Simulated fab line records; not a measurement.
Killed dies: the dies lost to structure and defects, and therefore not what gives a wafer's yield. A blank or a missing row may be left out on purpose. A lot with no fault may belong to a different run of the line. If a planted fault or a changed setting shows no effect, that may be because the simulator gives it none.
The tool behind it: which one? -- flow gf180mcu -- 14 lots with 42 wafers sampled at 4 steps, on a route of 602 steps

WHAT THE GAUGES READ, wafer by wafer
The record holds no reading of a measuring or inspecting step that can be judged against a usual standard deviation.

WHAT TOOL EACH LOT RAN ON (gives the tool, then ch and the chambers of the sampled wafers, and finally the start)
lot,GF_CONTACT_ETCH_17,GF_CONTACT_STRIP_18,GF_M1_SPUTTER_00,GF_M1_SPUTTER_03
L742,"rie-diel-03 ch 0,2,3, day 17 16:07 or earlier","plasma-asher-03 ch 0,1, day 17 16:07","pvd-sputter-04, day 17 17:14","pvd-sputter-04, day 17 17:23"
L743,"rie-diel-02 ch 0,3, day 18 01:06 or earlier","plasma-asher-02 ch 1, day 18 01:06","pvd-sputter-02, day 18 02:05","pvd-sputter-02, day 18 02:14"
L744,"rie-diel-03 ch 0,2, day 18 05:17 or earlier","plasma-asher-03 ch 0,1, day 18 05:17","pvd-sputter-01, day 18 06:14","pvd-sputter-01, day 18 06:25"
L749,"rie-diel-02 ch 0,1,3, day 20 11:56 or earlier","plasma-asher-04 ch 0,1, day 20 11:56","pvd-sputter-01, day 20 12:56","pvd-sputter-01, day 20 13:05"
L750,"rie-diel-03 ch 0,1,3, day 20 15:42 or earlier","plasma-asher-02 ch 0,1, day 20 15:42","pvd-sputter-01, day 20 16:41","pvd-sputter-01, day 20 16:51"
L751,"rie-diel-04 ch 1,2, day 20 21:56 or earlier","plasma-asher-04 ch 0,1, day 20 21:56","pvd-sputter-02, day 20 22:53","pvd-sputter-02, day 20 23:03"
L752,"rie-diel-04 ch 0,2,3, day 21 09:53 or earlier","plasma-asher-03 ch 0,1, day 21 09:53","pvd-sputter-01, day 21 10:53","pvd-sputter-01, day 21 11:02"
L753,"rie-diel-02 ch 0,1,3, day 21 14:56 or earlier","plasma-asher-02 ch 0,1, day 21 14:56","pvd-sputter-02, day 21 15:56","pvd-sputter-02, day 21 16:06"
L754,"rie-diel-04 ch 0,1,2, day 21 20:47 or earlier","plasma-asher-04 ch 0,1, day 21 20:47","pvd-sputter-01, day 21 21:44","pvd-sputter-01, day 21 21:53"
L755,"rie-diel-02 ch 0,2,3, day 22 07:15 or earlier","plasma-asher-02 ch 0,1, day 22 07:15","pvd-sputter-02, day 22 08:14","pvd-sputter-02, day 22 08:24"
L756,"rie-diel-04 ch 0,1,3, day 22 14:55 or earlier","plasma-asher-03 ch 0,1, day 22 14:55","pvd-sputter-04, day 22 15:53","pvd-sputter-04, day 22 16:03"
L757,"rie-diel-03 ch 0,1,3, day 22 23:50 or earlier","plasma-asher-03 ch 0,1, day 22 23:50","pvd-sputter-02, day 23 00:56","pvd-sputter-02, day 23 01:06"
L758,"rie-diel-04 ch 1,2, day 23 10:13 or earlier","plasma-asher-04 ch 0,1, day 23 10:13","pvd-sputter-04, day 23 11:13","pvd-sputter-04, day 23 11:22"
L760,"rie-diel-03 ch 1,2, day 23 20:56 or earlier","plasma-asher-04 ch 0,1, day 23 20:56","pvd-sputter-01, day 23 21:53","pvd-sputter-01, day 23 22:02"
- GF_CONTACT_ETCH_17: etches SiO2 in C4F8/O2/Ar, stops on CoSi2, target depth 860 nm.
- GF_CONTACT_STRIP_18: strips in O2/N2.
- GF_M1_SPUTTER_00: material Ti, target thk 37.5 nm, time 150 s.
- GF_M1_SPUTTER_03: material Ti, target thk 10 nm, time 6.7 s.

WHAT THE TOOLS THEMSELVES READ (means of the sampled wafers that have a number; where no wafer has one, the mark that the record gives instead)
GF_CONTACT_ETCH_17. Usual: oes-product-au 0.815 a.u., standard deviation 0.0049.
lot,tool,oes-product-au (a.u.),flag
L742,rie-diel-03,0.811,
L743,rie-diel-02,0.816,
L744,rie-diel-03,0.813,
L749,rie-diel-02,0.813,
L750,rie-diel-03,0.810,
L751,rie-diel-04,0.814,
L752,rie-diel-04,0.814,
L753,rie-diel-02,0.819,
L754,rie-diel-04,0.820,
L755,rie-diel-02,0.818,
L756,rie-diel-04,0.814,
L757,rie-diel-03,0.821,
L758,rie-diel-04,0.814,
L760,rie-diel-03,0.822,

GF_CONTACT_STRIP_18. Usual: drypump-motor-current-A 5.4 A, standard deviation 0.39; heater-power-w 339 W, standard deviation 30; oes-product-au 0.580 a.u., standard deviation 0.005.
lot,tool,drypump-motor-current-A (A),heater-power-w (W),oes-product-au (a.u.),flag
L742,plasma-asher-03,6.2,325,0.580,
L743,plasma-asher-02,5.2,309,0.583,
L744,plasma-asher-03,5.8,346,0.576,
L749,plasma-asher-04,5.3,362,0.583,
L750,plasma-asher-02,5.2,318,0.579,
L751,plasma-asher-04,5.4,359,0.581,
L752,plasma-asher-03,5.7,341,0.583,
L753,plasma-asher-02,5.2,331,0.581,
L754,plasma-asher-04,5.3,365,0.576,
L755,plasma-asher-02,5.2,325,0.579,
L756,plasma-asher-03,6.1,322,0.575,
L757,plasma-asher-03,5.7,338,0.582,
L758,plasma-asher-04,5.3,363,0.584,
L760,plasma-asher-04,5.3,366,0.581,

GF_M1_SPUTTER_00. Usual: cathode-dc-power-W 4000.0 W, standard deviation 0.76; chamber-pressure-pa 2.001 Pa, standard deviation 0.0041; throttle-valve-pct 30.1 %, standard deviation 0.9.
lot,tool,cathode-dc-power-W (W),chamber-pressure-pa (Pa),throttle-valve-pct (%),flag
L742,pvd-sputter-04,4000.1,2.000,29.5,
L743,pvd-sputter-02,-,-,-,OFF
L744,pvd-sputter-01,-,-,-,OFF
L749,pvd-sputter-01,4000.6,1.998,30.9,
L750,pvd-sputter-01,3999.3,1.997,30.6,
L751,pvd-sputter-02,3999.8,2.000,29.9,
L752,pvd-sputter-01,4000.6,2.001,30.0,
L753,pvd-sputter-02,3999.6,2.001,29.8,
L754,pvd-sputter-01,3999.8,1.998,30.6,
L755,pvd-sputter-02,3999.4,1.998,29.8,
L756,pvd-sputter-04,4000.2,2.004,29.6,
L757,pvd-sputter-02,4000.1,1.999,29.9,
L758,pvd-sputter-04,3999.7,2.004,29.0,
L760,pvd-sputter-01,4000.8,1.998,30.5,

GF_M1_SPUTTER_03. Usual: cathode-dc-power-W 3000.0 W, standard deviation 0.57; chamber-pressure-pa 0.2999 Pa, standard deviation 0.00063; throttle-valve-pct 30.0 %, standard deviation 0.92.
lot,tool,cathode-dc-power-W (W),chamber-pressure-pa (Pa),throttle-valve-pct (%),flag
L742,pvd-sputter-04,3000.0,0.2997,29.8,
L743,pvd-sputter-02,3000.0,0.3004,30.3,
L744,pvd-sputter-01,2999.9,0.3006,30.5,
L749,pvd-sputter-01,3000.4,0.2998,30.9,
L750,pvd-sputter-01,3000.3,0.2999,30.5,
L751,pvd-sputter-02,2999.5,0.2999,29.9,
L752,pvd-sputter-01,3000.2,0.2997,30.0,
L753,pvd-sputter-02,2999.8,0.2999,29.9,
L754,pvd-sputter-01,3000.2,0.3002,30.6,
L755,pvd-sputter-02,3000.0,0.2994,29.8,
L756,pvd-sputter-04,3000.0,0.3004,29.4,
L757,pvd-sputter-02,3000.2,0.2994,29.8,
L758,pvd-sputter-04,3000.3,0.2999,29.0,
L760,pvd-sputter-01,3000.1,0.3001,30.4,

THE ANSWER, worked out from the rows above alone
Rule: take the mean of a lot's wafers that have a number; if it is more than 3 standard deviations from the usual mean, the lot is off. A lot without any number at a reading at which 4 lots or more have one is off too. Any other lot the step has rows for is counted as sound. First the gauges in route order, then the tools' own readings, where a lot's mean is used as printed above. The first step at which some lot is off is used, and at that step the reading that is off furthest; a lot without a number counts as furthest.
Off: L743, L744 (GF_M1_SPUTTER_00, cathode-dc-power-W). Without a number there: L743, L744.
If a tool, at that step or one of the process steps before it, ran each lot that is off and ran no sound lot following the first of them, it fits. With no start given for some of its lots, GF_CONTACT_ETCH_17 uses the hours and lot order of GF_CONTACT_STRIP_18. Of those tried, none fits.

WHAT WAS PUT IN BY THE SIMULATOR
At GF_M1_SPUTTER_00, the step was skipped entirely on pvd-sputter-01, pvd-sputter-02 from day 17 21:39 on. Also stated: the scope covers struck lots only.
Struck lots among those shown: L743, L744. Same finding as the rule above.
